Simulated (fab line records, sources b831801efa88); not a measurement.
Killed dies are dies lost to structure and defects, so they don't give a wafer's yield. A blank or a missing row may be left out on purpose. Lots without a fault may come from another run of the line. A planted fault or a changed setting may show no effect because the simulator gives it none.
Chamber matching | flow sky130 | SKY_LI_CONTACT_CMP_24 on cmp-02: 4 sister chambers
The step polishes, stops on PSG, t overpolish 20 s, target thk 0 nm. 4 wafers are shown with their chamber, then 9 later ones without.

WAFERS WITH THEIR CHAMBER
wafer  | chamber | motor_current_A (A)
L910.2 | 0       | 9.6
L916.3 | 2       | 11.7
L916.4 | 1       | 10.3
L916.6 | 3       | 10.1

WAFERS WITHOUT THEIR CHAMBER
wafer  | motor_current_A (A)
L917.1 | 9.7
L917.2 | 9.6
L917.3 | 10.3
L921.2 | 11.4
L921.4 | 9.7
L921.6 | 9.8
L922.3 | 9.6
L922.5 | 9.5
L922.6 | 10.0

WHICH CHAMBER EACH WENT THROUGH
wafer  | from the rows above     | in truth
L917.1 | 0                       | 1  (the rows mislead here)
L917.2 | 0                       | 0
L917.3 | can't be placed: 1 or 3 | 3
L921.2 | 2                       | 2
L921.4 | 0                       | 0
L921.6 | can't be placed: 0 or 3 | 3
L922.3 | 0                       | 0
L922.5 | 0                       | 0
L922.6 | can't be placed: 3 or 1 | 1
Placed correctly: 5 of 9. Can't be placed from these rows: 3 (the true chamber is among the candidates in 3). Placed wrongly: 1.
How it was worked out, from the rows above alone: a wafer's distance from a chamber is the root of the sum, over the readings, of the square of ((its reading less the chamber's mean) divided by the reading's scatter). The wafer belongs to the nearest chamber; if the next one is less than 2 further off, it can't be placed. A chamber's mean is the mean of its shown wafers. The scatter: with one shown wafer a chamber, the root of the mean of the squares of how far each hidden wafer lies from its nearest shown one.
